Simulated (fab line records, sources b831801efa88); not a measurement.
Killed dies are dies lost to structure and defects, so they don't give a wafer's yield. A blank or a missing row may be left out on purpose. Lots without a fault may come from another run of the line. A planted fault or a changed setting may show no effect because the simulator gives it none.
Which tool did it? | flow sky130 | 7 lots, 20 wafers sampled, at 1 step of a route of 708

WHAT THE GAUGES READ, wafer by wafer
SKY_POLY_GATE_THK_MEAS_01.
lot  | measured     | on            | POLY_GATE_CVD_00_THK (nm)
L311 | day 14 02:42 | film_metro-02 | 178.1 179.2 178.3
L313 | day 14 19:29 | film_metro-03 | 180.7 180.3 179.8
L316 | day 16 03:23 | film_metro-04 | 181.0 181.7 181.6
L321 | day 17 20:23 | film_metro-03 | 176.4 176.8
L325 | day 19 01:47 | film_metro-04 | 177.4 177.1 177.7
L331 | day 21 10:32 | film_metro-04 | 180.2 180.4 180.0
L333 | day 21 20:40 | film_metro-02 | 181.0 181.3 180.5

WHICH TOOL RAN EACH LOT (tool, then ch and the chambers of the sampled wafers, then the start)
The record holds no process step before these readings.

THE ANSWER, worked out from the rows above alone
Rule: what is usual is taken from the lots themselves. Put in order of their means at a reading, lots are off if they are a third of the lots or fewer, leave a main group of 4 or more, and stand apart from it by a gap of 3 or more times the standard deviation of the main group's means; of several such gaps the widest counts. A main group whose means are all the same, to the digits that the tables above print for the reading, isn't used. A lot without any number at a reading at which 4 lots or more have one is off too. The other lots that the step has rows for count as sound.
No lot is off at any reading shown: from this, nothing can be told.

WHAT THE SIMULATOR HAD PUT IN
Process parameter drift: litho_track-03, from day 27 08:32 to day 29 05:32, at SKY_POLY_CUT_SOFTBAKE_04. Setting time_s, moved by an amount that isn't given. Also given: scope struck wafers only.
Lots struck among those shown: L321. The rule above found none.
